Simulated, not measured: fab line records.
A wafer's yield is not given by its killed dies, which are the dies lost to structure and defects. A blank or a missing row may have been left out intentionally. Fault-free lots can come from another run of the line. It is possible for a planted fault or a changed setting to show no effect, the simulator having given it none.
A lot that was struck, set against a sound lot	flow sky130	22 out of 708 route steps
Sound: the wafers L280.1, L280.3, L280.6. Wafers struck: L294.1, L294.5, L294.6. The cause is given at the end.
For every step that has rows: the tool of each side, followed by ch and its chambers, followed by its first start. Under that, the readings that differ: sound wafers	struck wafers	difference of the means	sigmas: that difference in standard deviations of wafers without a fault.
alike: readings whose means differ by less than 2 such deviations, and words and numbers that are the same on both sides. not compared: withheld readings, readings that some wafer has no value for, bounds like >300 that may hide the same value, and numbers for which the record gives no deviation and whose values overlap.
A row with sigmas, a row that says differs or no value, or rows on one side alone: a step with any of these is where the two part. Numbers that don't overlap but have no deviation are shown without sigmas and don't part them. A reading that every wafer of one side lacks parts them only if that side has two wafers or more.

first, 1 step without rows for these wafers: SKY_POLY_GATE_OXIDATION_20 (stabilise 600 s, purge 300 s, target thk 4 nm).
SKY_POLY_GATE_THK_MEAS_21:
  struck on filmMetro-04, day 24 11:10; sound on filmMetro-01, day 19 09:43
  alike: POLY_GATE_OXIDATION_THK
SKY_POLY_GATE_CD_MEAS_22:
  struck on cdSem-01, day 24 11:14; sound on cdSem-02, day 19 09:46
  alike: cdNm
then, 7 steps without rows for these wafers: SKY_LDD_N_DEHYDRATE_00 (time 60 s); SKY_LDD_N_HMDS_01 (prime time 60 s); SKY_LDD_N_COAT_02 (resist thk 300 nm); SKY_LDD_N_SOFTBAKE_03 (time 60 s); SKY_LDD_N_EXPOSE_04 (exposes mask NTM, target cd 840 nm); SKY_LDD_N_PEB_05; SKY_LDD_N_DEVELOP_06 (develop time 60 s).
SKY_LDD_N_OVL_MEAS_07:
  struck on overlay-02, day 25 16:35; sound on overlay-02, day 20 16:56
  alike: LDD_N_OVL
next, for these wafers, 1 step has no rows: SKY_LDD_N_IMPLANT_08.
SKY_LDD_N_IMPLANT_09:
  sound on implanter-02 ch 0, day 20 17:07; struck on implanter-02 ch 0, day 25 16:46
reading	sound	struck	difference	sigmas
doseIonsCm2	7.518e+13 7.5e+13 7.498e+13	4.682e+13 4.686e+13 4.68e+13	-2.823e+13	-99 or more
faradayCurrentUA	426 409 432	259 271 262	-158	-18
then, 6 steps without rows for these wafers: SKY_LDD_N_IMPLANT_10; SKY_LDD_N_IMPLANT_11; SKY_LDD_N_IMPLANT_12; SKY_LDD_N_IMPLANT_13; SKY_LDD_N_IMPLANT_14; SKY_LDD_N_IMPLANT_15.
SKY_LDD_N_STRIP_16: strips in O2/N2.
  sound on plasmaAsher-03 ch 0, day 20 18:10; struck on plasmaAsher-04 ch 0,1, day 25 17:49
reading	sound	struck	difference	sigmas
stripTimeToEndpointS (s)	4.299 4.306 4.322	4.236 4.245 4.240	-0.069	-6
  alike: chamberPressureMTorr, drypumpMotorCurrentA, oesProductAu
  not compared: rfHoursCounterH
SKY_LDD_N_TW_MEAS_17:
  struck on filmMetro-03, day 25 17:55; sound on filmMetro-04, day 20 18:16
  alike: LDD_N_TW
-- record jumps: 26 days separate the struck wafers' starts on either side; left off in module LDD_N, taken up again in module PAD_OPEN, whose first shown step is the route's number 708 --
SKY_PAD_OPEN_PROBE_99:
  struck on prober-02, day 51 06:32; sound on prober-02, day 48 12:30
reading	sound	struck	difference	sigmas
model.etest.tipN.rsOhmSq	439.2 438.7 446	467.6 473.5 466.4	+27.9	
  alike: killed_at_M0_to_M3, killed_at_M4_up, killedAtContacts, killedAtFrontEnd, killedAtOther, killedDies, killedOpen, killedShort

WHERE THEY PART
Last at SKY_LDD_N_STRIP_16 as far as this record goes, first at SKY_LDD_N_IMPLANT_09. Later steps at which nothing parts them and some readings are alike: SKY_LDD_N_TW_MEAS_17, SKY_PAD_OPEN_PROBE_99.

WHY: whatever the simulator had introduced
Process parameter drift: implanter-02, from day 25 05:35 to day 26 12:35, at SKY_LDD_N_IMPLANT_09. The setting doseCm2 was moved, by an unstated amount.
